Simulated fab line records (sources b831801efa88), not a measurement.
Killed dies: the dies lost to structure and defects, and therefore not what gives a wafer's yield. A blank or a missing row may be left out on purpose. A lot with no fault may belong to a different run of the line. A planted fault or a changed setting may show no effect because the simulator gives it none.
Commonality check across tools -- flow sky130 -- 39 wafers sampled across 11 lots

== WHY IT WAS OPENED ==
At SKY_CAPM_THK_MEAS_01 the reading CAPM_CVD_00_THK is flagged on 2 of 11 lots. Fault-free wafers read 15.4 nm, with a standard deviation of 0.36.
Rule: a lot is flagged in two cases, either no wafer of it has a number, or all its wafers with numbers fall more than 4 standard deviations from that mean. All remaining lots are regarded as sound.

lot,measured,on,"CAPM_CVD_00_THK (nm), wafer by wafer",flag
L513,day 36 15:42,film metro-03,15.2 14.8 15.4,
L514,day 37 05:34,film metro-03,15.1 15.8 15.5,
L515,day 37 07:47,film metro-02,15.2 15.2 14.8,
L518,day 38 06:01,film metro-01,14.8 15.0 14.9,
L519,day 38 15:50,film metro-01,14.9 15.1 15.6,
L520,day 39 04:14,film metro-01,15.6 15.4 15.4,
L521,day 39 06:56,film metro-03,15.6 15.1 15.1,
L524,day 39 22:06,film metro-02,15.3 15.6 16.1,
L532,day 42 01:17,film metro-02,18.7 19.6 19.3 18.7 19.7 19.3,FLAGGED
L533,day 42 10:25,film metro-02,19.3 19.4 19.8 19.3 19.4 19.8,FLAGGED
L535,day 43 06:16,film metro-02,15.3 15.1 15.8,
On average the flagged lots' numbers are 19.4 nm, which is +4.0 nm against the usual, or +11 standard deviations.

== TOOL THAT RAN EACH LOT ==
Before the reading, the record contains 2 process steps out of a 708-step route. Cell contents, in order: the tool; ch with the chambers the sampled wafers went through; the start.
lot,flag,SKY_VIA2_ETCH_14,SKY_CAPM_CVD_00
L513,,"rie diel-01 ch 0,1,2, day 36 14:09","pecvd-04 ch 1,2, day 36 15:41"
L514,,"rie diel-02 ch 1,2,3, day 37 03:56","pecvd-03 ch 0,2, day 37 05:31"
L515,,"rie diel-01 ch 0,2, day 37 06:11","pecvd-03 ch 0,1,2, day 37 07:45"
L518,,"rie diel-02 ch 0,2, day 38 04:26","pecvd-04 ch 1, day 38 05:58"
L519,,"rie diel-02 ch 1,2, day 38 14:08","pecvd-04 ch 1,2, day 38 15:48"
L520,,"rie diel-02 ch 1,3, day 39 02:41","pecvd-03 ch 0,1,2, day 39 04:13"
L521,,"rie diel-02 ch 0,1,2, day 39 05:23","pecvd-03 ch 0,1,2, day 39 06:55"
L524,,"rie diel-04 ch 0,2,3, day 39 20:32","pecvd-01 ch 0,1,2, day 39 22:04"
L532,FLAGGED,"rie diel-01 ch 1,2,3, day 41 23:44","pecvd-03 ch 0,1, day 42 01:16"
L533,FLAGGED,"rie diel-04 ch 0,2, day 42 08:50","pecvd-03 ch 0, day 42 10:21"
L535,,"rie diel-02 ch 1,2, day 43 04:42","pecvd-01 ch 0,1, day 43 06:13"
These steps, and what they do:
- SKY_VIA2_ETCH_14: etches BARC in N2/H2, stops on SiO2, time 45.9 s, target depth 60 nm.
- SKY_CAPM_CVD_00: deposits SiO2, target thk 15.5 nm.
- SKY_CAPM_THK_MEAS_01

== FLAGGED AGAINST TOTAL, ONE TOOL AT A TIME (gauges that did the reading follow at the end) ==
step,tool,lots run,flagged,share of the flagged lots,sound lots run after its first flagged lot
SKY_VIA2_ETCH_14,rie diel-01,3,1,some,0
SKY_VIA2_ETCH_14,rie diel-02,6,0,none,-
SKY_VIA2_ETCH_14,rie diel-04,2,1,some,0
SKY_CAPM_CVD_00,pecvd-01,2,0,none,-
SKY_CAPM_CVD_00,pecvd-03,6,2,all,0
SKY_CAPM_CVD_00,pecvd-04,3,0,none,-
SKY_CAPM_THK_MEAS_01,film metro-01,3,0,none,-
SKY_CAPM_THK_MEAS_01,film metro-02,5,2,all,1 (L535)
SKY_CAPM_THK_MEAS_01,film metro-03,3,0,none,-

== THE TABLE: WHAT IT ALLOWS ==
Table rows that saw every flagged lot: 2, namely pecvd-03 at SKY_CAPM_CVD_00 and film metro-02 at SKY_CAPM_THK_MEAS_01.
- pecvd-03 at SKY_CAPM_CVD_00: 2 of its 6 lots flagged. A fault beginning between L521 (day 39 06:55), its last sound lot, and L532 (day 42 01:16), its first flagged one, fits the data.
- film metro-02 at SKY_CAPM_THK_MEAS_01: 2 of its 5 lots flagged. Sound lots followed the first flagged one (L535) on it, something a lasting fault affecting the whole tool could not allow.
pecvd-03 at SKY_CAPM_CVD_00 is the single tool remaining.

== WHAT THE SIMULATOR PUT IN ==
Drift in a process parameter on pecvd-03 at SKY_CAPM_CVD_00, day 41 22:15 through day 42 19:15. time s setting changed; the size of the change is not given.
Lots struck among those shown: L532, L533. The rule given above showed the same thing.
